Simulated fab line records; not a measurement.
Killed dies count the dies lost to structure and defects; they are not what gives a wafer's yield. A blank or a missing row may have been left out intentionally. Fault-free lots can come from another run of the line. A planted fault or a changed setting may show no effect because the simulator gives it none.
Which of the tools did it?    flow sfqLine    7 lots with 21 wafers sampled at 2 steps, on a route of 325 steps

## WHAT EACH GAUGE READ, for each wafer
SFQ_L0_RS_MEAS_901: a four-point-probe measurement.
lot   measured     on            L0_MONX_KI_RS (ohm/sq)
L812  day 1 17:34  filmMetro-04  44.6 43.8 43.9
L815  day 2 08:34  filmMetro-03  42.9 43.3 44.5
L817  day 2 18:34  filmMetro-02  43.9 43.4 43.4
L821  day 3 14:35  filmMetro-02  43.2 42.7 43.1
L827  day 4 20:34  filmMetro-04  43.3 43.4 43.4
L832  day 5 21:36  filmMetro-03  43.6 29.0 29.0 43.6 29.0 29.0
L834  day 6 07:34  filmMetro-03  43.8 43.5 43.7

## TOOL THAT RAN EACH LOT (tool first, then ch and the chambers of the sampled wafers, then the start)
lot   SFQ_TRILAYER_L0_DEP_SPUTTER_003
L812  pvdSputter-06, day 1 17:29
L815  pvdSputter-06, day 2 08:29
L817  pvdSputter-04, day 2 18:29
L821  pvdSputter-06, day 3 14:29
L827  pvdSputter-06, day 4 20:29
L832  pvdSputter-06, day 5 21:29
L834  pvdSputter-05, day 6 07:29
- SFQ_TRILAYER_L0_DEP_SPUTTER_003: material MoNx KI, target thk 40 nm, time 100 s.

## THE ANSWER, worked out from the rows above alone
Rule: the lots themselves supply what counts as usual. The widest of any qualifying gaps counts: lots, ordered by their means at a reading, are off when they make up no more than a third of the lots, leave a main group of 4 or more, and stand apart from it by 3 or more times the standard deviation of that group's means. The tables above print the reading to a certain number of digits; a main group whose means all agree to those digits is not used. A lot without any number at a reading at which 4 lots or more have one is off too. Any other lot the step has rows for is counted as sound.
Off: L832, seen at SFQ_L0_RS_MEAS_901 (L0_MONX_KI_RS). The main group: mean 43.5 ohm/sq, standard deviation 0.33.
A tool fits if, at a process step before that reading, it ran every lot that is off, and no sound lot after the first of them. Gauges at SFQ_L0_RS_MEAS_901: tried the same way as those tools. One candidate fits, namely pvdSputter-06 at SFQ_TRILAYER_L0_DEP_SPUTTER_003. A fault onset in the window from L827 (day 4 20:29, its last sound lot) to L832 (day 5 21:29, its first lot off) fits.

## WHAT THE SIMULATOR HAD PUT IN
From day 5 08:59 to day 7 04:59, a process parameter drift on pvdSputter-06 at SFQ_TRILAYER_L0_DEP_SPUTTER_003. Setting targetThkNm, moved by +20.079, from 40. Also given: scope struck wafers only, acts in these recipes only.
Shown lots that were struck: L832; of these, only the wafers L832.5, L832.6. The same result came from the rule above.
